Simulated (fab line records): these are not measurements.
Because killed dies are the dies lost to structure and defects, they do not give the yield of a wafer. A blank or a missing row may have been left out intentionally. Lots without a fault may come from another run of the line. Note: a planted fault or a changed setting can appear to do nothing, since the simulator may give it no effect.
A lot that was struck, set against a sound lot    flow sfq_line    14 steps out of a route of 325
Sound: wafers L378.2, L378.5, L378.6. Struck: wafers L373.1, L373.2, L373.5. Last of all comes the cause.
Per side, at each step with rows, come the tool, then ch with its chambers, and then its first start. Under that, the readings that differ: sound wafers    struck wafers    difference of the means    sigmas: that difference in standard deviations of wafers without a fault.
alike: readings with means less than 2 such deviations apart, plus words and numbers identical on both sides. not compared: withheld readings, readings lacking a value on some wafer, bounds such as >300 that could conceal the same value, and numbers that have no deviation in the record and whose values overlap.
The two part at a step that has a row with sigmas, a row that says differs or no value, or rows on one side only. Numbers that don't overlap but have no deviation are shown without sigmas and don't part them. A reading that every wafer of one side lacks parts them only if that side has two wafers or more.

SFQ_TRILAYER_M1_BARC_OPEN_METAL_ETCH_054: etches BARC in O2, target depth 125 nm, time 41.7 s.
  sound on rie_metal-01 ch 0,1, day 19 23:22; struck on rie_metal-03 ch 0,1, day 18 04:10
  alike: drypump_motor_current_A, oes_product_au
  not compared: rf_hours_counter_h
SFQ_TRILAYER_M1_ETCH_METAL_ETCH_042: etches Nb in Cl2/Ar, stops on SiO2, target depth 240 nm, time 120 s.
  sound on rie_metal-01 ch 0,1, day 19 23:26; struck on rie_metal-03 ch 0,1, day 18 04:14
  alike: drypump_motor_current_A, oes_product_au
  not compared: rf_hours_counter_h
SFQ_TRILAYER_M1_STRIP_STRIP_043: strips in O2.
  sound on rie_metal-01 ch 0,1, day 19 23:33; struck on rie_metal-03 ch 0,1, day 18 04:21
  alike: drypump_motor_current_A, oes_product_au, platen_temp_c
  not compared: rf_hours_counter_h
then, 1 step without rows for these wafers: SFQ_TRILAYER_M1_STRIP_SOLV_CLEAN_044 (cleans in NMP, time 600 s).
SFQ_TRILAYER_I1_DEP_PECVD_045: deposits SiO2 from SiH4/N2O, time 111.11 s, target thk 500 nm.
  sound on pecvd-04 ch 0,2, day 20 00:20; struck on pecvd-01 ch 0,1,2, day 18 05:08
  alike: heater_power_outer_w, heater_power_w, throttle_valve_pct
SFQ_TRILAYER_I1_CMP_CMP_046: polishes SiO2.
  sound on cmp-02 ch 1,2,3, day 20 01:54; struck on cmp-01 ch 1,2,3, day 18 08:06
  alike: edge_zone_pressure_frac, motor_current_A, platen_rpm, retaining_ring_pressure_frac, time_to_endpoint_s
SFQ_I1_BOW_MEAS_912:
  sound: film_metro-04 at day 20 03:25; struck: film_metro-01 at day 18 10:36
  alike: I1_BOW
then, 5 steps without rows for these wafers: SFQ_TRILAYER_I1_METRO_MEASURE_047; SFQ_TRILAYER_I1_VIA_LITHO_COAT_054 (resist thk 62 nm); SFQ_TRILAYER_I1_VIA_LITHO_COAT_049 (resist thk 650 nm); SFQ_TRILAYER_I1_VIA_LITHO_SOFTBAKE_053; SFQ_TRILAYER_I1_VIA_LITHO_EXPOSE_050 (exposes mask I1, target cd 500 nm).
-- the record jumps here: 4 days lie between the struck wafers' starts before and after --
SFQ_TRILAYER_I1_VIA_LITHO_PEB_052: peb time 60 s.
  sound on litho_track-01 ch 0, day 24 05:50; struck on litho_track-02, day 22 07:03
  no value came back on the struck wafers for chill_plate_temp_C (C), exhaust_pa (Pa); on the sound wafers chill_plate_temp_C (C) reads 23.13 23.14 23.02
then, 1 step without rows for these wafers: SFQ_TRILAYER_I1_VIA_LITHO_DEVELOP_051 (time 60 s).

== WHERE THEY PART ==
Within this record, at SFQ_TRILAYER_I1_VIA_LITHO_PEB_052 only.

WHY: whatever the simulator had introduced
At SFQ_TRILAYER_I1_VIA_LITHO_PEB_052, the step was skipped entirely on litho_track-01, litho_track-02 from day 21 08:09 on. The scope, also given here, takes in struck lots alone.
